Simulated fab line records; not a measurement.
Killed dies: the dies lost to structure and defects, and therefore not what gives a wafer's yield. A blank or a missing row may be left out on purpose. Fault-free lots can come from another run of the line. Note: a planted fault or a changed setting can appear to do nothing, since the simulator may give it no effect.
A lot that was struck, set against a sound lot | flow sky130 | 18 steps out of a route of 708
Sound: these wafers, L992.3, L992.4, L992.5. Struck: wafers L101.4, L101.5. (L101.3 of the same lot was not struck and is left out.) The cause comes at the end.
Order at every step that has rows: each side's tool, ch and its chambers, its first start. Under that, the readings that differ: sound wafers | struck wafers | difference of the means | sigmas: that difference in standard deviations of wafers without a fault.
alike: words and numbers the same on both sides, and readings whose means are apart by under 2 such deviations; not compared: readings that were withheld, readings missing a value for some wafer, numbers with overlapping values and no deviation given by the record, and bounds like >300 which may hide the same value.
A row with sigmas, a row that says differs or no value, or rows on one side alone: a step with any of these is where the two part. Non-overlapping numbers with no deviation appear without sigmas and do not part them. A reading missing from all wafers of one side parts the sides only when that side holds two or more wafers.

first, 5 steps without rows for these wafers: SKY_VIA4_COAT_06 (resist thk 1140 nm); SKY_VIA4_SOFTBAKE_07 (time 60 s); SKY_VIA4_EXPOSE_08 (exposes mask VIM4, target cd 800 nm); SKY_VIA4_PEB_09; SKY_VIA4_DEVELOP_10 (develop time 60 s).
SKY_VIA4_OVL_MEAS_11:
  struck on overlay-02, day 49 00:07; sound on overlay-01, day 46 17:19
  alike: VIA4_OVL
SKY_VIA4_ETCH_12: etches SiO2 in C4F8/O2/Ar, stops on TiN, target depth 580 nm.
  sound on rie diel-03 ch 1,2, day 46 17:20; struck on rie diel-03 ch 0,3, day 49 00:08
  alike: oes product au
SKY_VIA4_STRIP_13: strips in O2/N2.
  sound on plasma asher-01 ch 0,1, day 46 17:26; struck on plasma asher-04 ch 0, day 49 00:14
  alike: drypump motor current A, oes product au, strip time to endpoint s
  not compared: rf hours counter h
then, 3 steps without rows for these wafers: SKY_VIA4_STRIP_14 (strips in post etch residue remover, time 1200 s); SKY_VIA4_CLEAN_15 (cleans in IPA, time 180 s); SKY_VIA4_CLEAN_16 (cleans in O3/DIW).
SKY_VIA4_SPUTTER_17: material TiN, target thk 20 nm, time 80 s.
  struck on pvd sputter-03, day 49 00:47; sound on pvd sputter-03, day 46 18:01
  alike: cathode dc power W, throttle valve pct
SKY_VIA4_CVD_18: deposits W, target thk 505 nm, time 152.14 s.
  sound on cvd w-01 ch 0,1, day 46 18:07; struck on cvd w-02 ch 0, day 49 00:55
  reading                            | sound                | struck        | difference | sigmas
  heater power w (W)                 | 691 792 671          | 999 986       | +274       | +3
  susceptor temp C (C)               | 400.05 399.97 399.88 | 414.72 414.76 | +14.77     | +62
  model.W_of_VIA4_CVD_18.thk nm (nm) | 513.6 507.6 517.5    | 653.5 658.8   | +143.2     |
SKY_VIA4_RS_MEAS_19: measures by four-point-probe.
  struck on film metro-03, day 49 01:03; sound on film metro-03, day 46 18:16
  reading            | sound                | struck        | difference | sigmas
  VIA4_W_RS (ohm/sq) | 0.2226 0.2254 0.2210 | 0.1748 0.1734 | -0.0489    | -17
SKY_VIA4_THK_MEAS_20: measures by xrf.
  struck on film metro-03, day 49 01:09; sound on film metro-03, day 46 18:22
  reading         | sound       | struck  | difference | sigmas
  VIA4_W_THK (nm) | 516 508 518 | 657 663 | +146       | +23
SKY_VIA4_CMP_21: polishes, stops on SiO2, t overpolish 25 s, target thk 0 nm.
  sound on cmp-01 ch 1,2,3, day 46 18:27; struck on cmp-02 ch 0, day 49 01:11
  reading                | sound       | struck  | difference | sigmas
  time to endpoint s (s) | 127 123 131 | 161 170 | +38        | +9
  alike: motor current A, slurry filter dp kPa
SKY_METAL5_SPUTTER_00: material Ti, target thk 15 nm, time 10 s.
  struck on pvd sputter-03, day 49 01:29; sound on pvd sputter-03, day 46 18:42
  alike: cathode dc power W, throttle valve pct
-- the record jumps here: 2 days lie between the struck wafers' starts before and after (it left off in module METAL5 and takes up again in module PAD_OPEN, whose first step shown is number 708 of the route) --
SKY_PAD_OPEN_PROBE_99:
  only the struck wafers here have rows in the record (prober-02, day 51 13:01); the sound ones have none

## WHERE THEY PART
Last at SKY_PAD_OPEN_PROBE_99 as far as this record goes, first at SKY_VIA4_CVD_18.

WHY: what had been put in by the simulator
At SKY_VIA4_CVD_18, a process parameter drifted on cvd w-02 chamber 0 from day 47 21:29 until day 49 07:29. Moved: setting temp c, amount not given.
